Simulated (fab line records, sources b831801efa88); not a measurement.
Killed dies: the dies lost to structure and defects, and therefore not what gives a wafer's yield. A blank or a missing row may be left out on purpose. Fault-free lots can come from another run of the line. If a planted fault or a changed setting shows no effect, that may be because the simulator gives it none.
Problem report, 8D (eight disciplines) form, completed by code	flow gf180mcu	the parts of the form that need people (team, actions taken, sign-off) are left out

== 1. WHAT IS WRONG ==
Wafers free of any fault read 49.9 nm (standard deviation 0.64) for SAB_CVD_00_THK at GF_SAB_THK_MEAS_01, against a mean of 69.1 nm on 2 wafers of 2 lots. Measured from the usual mean, that is +30 standard deviations.
First seen on wafer L661.2, day 17 22:04, on film_metro-02. At this step, 41 wafers from 14 lots have a number in the record. Rule for "out" (also "out of limits"): further than 4 standard deviations from the usual mean. Any other wafer with a number is counted as sound.

== 2. WHAT IT IS AND WHAT IT IS NOT ==
question	is	is not
which readings at this step	SAB_CVD_00_THK	-
which lots	L661, L662	L652, L653, L654, L656, L657, L658, L659, L670, L671, L672, L673, L674
which wafers of those lots	L661.2, L662.5	L661.1, L661.3, L662.1
read on which gauges	film_metro-02, film_metro-03	film_metro-04
when	from day 17 22:04	up to then (23 sound wafers); but 16 sound wafers of L662, L670, L671, L672, L673, L674 came after

== 3. THE SUSPECTS, EACH WITH WHAT RULES IT OUT ==
Counting: a tool at a process step up to the reading stays a suspect if it ran every lot that is out. Sound lots after the first of them don't rule it out here, since some wafers of a struck lot are sound.
- ruled out: the gauge at GF_SAB_THK_MEAS_01. 2 gauges (film_metro-02, film_metro-03) read the wafers that are out.
- rtp_anneal-02 at GF_HV_LDD_RTA_52 (time 10 s): kept. It ran every lot that is out, first L661 (day 15 20:34); its last sound lot up to then is L658 (day 14 20:40).
- pecvd-02 at GF_SAB_CVD_00 (deposits SiO2 from TEOS, target thk 50 nm, time 4.9302 s): kept. It ran every lot that is out, first L661 (day 17 22:02); its last sound lot up to then is L659 (day 17 04:34).
Remaining after the count are rtp_anneal-02 at GF_HV_LDD_RTA_52 and pecvd-02 at GF_SAB_CVD_00.

== 4. THE CAUSE (what the simulator had put in) ==
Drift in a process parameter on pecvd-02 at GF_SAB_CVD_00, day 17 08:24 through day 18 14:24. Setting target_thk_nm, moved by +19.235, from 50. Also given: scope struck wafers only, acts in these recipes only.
Of the 2 suspects that counting leaves, this tool is one.

== 5. THE CHAIN OF EFFECTS, in route order ==
Rows list readings where the struck wafers' mean (over those with a number) sits beyond 3 standard deviations from the usual. Readings are gone through only where the record gives a usual standard deviation; hours: the median, over the lots, of the time from a lot's start at the first step in this table giving one to that lot's start at this step; sigmas: the change measured in usual standard deviations.
hours	step	reading	usual	on struck wafers	change	sigmas
0	GF_SAB_THK_MEAS_01	SAB_CVD_00_THK	49.9 nm	69.1	+19.2	+30

== 6. HOW IT WOULD HAVE BEEN CAUGHT EARLIER ==
14 hours passed between the start of the fault at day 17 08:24 and the first reading out of limits at a measuring or inspecting step in this record, taken at day 17 22:04.
Tool readings at GF_SAB_CVD_00 with a usual standard deviation given in the record: none out on any struck wafer, hence no alarm at a limit of 4 standard deviations on them.
Of the lots that are out (2), L662 began GF_SAB_CVD_00 on pecvd-02 after day 17 22:04. A tool hold placed at that time would have kept it from harm.
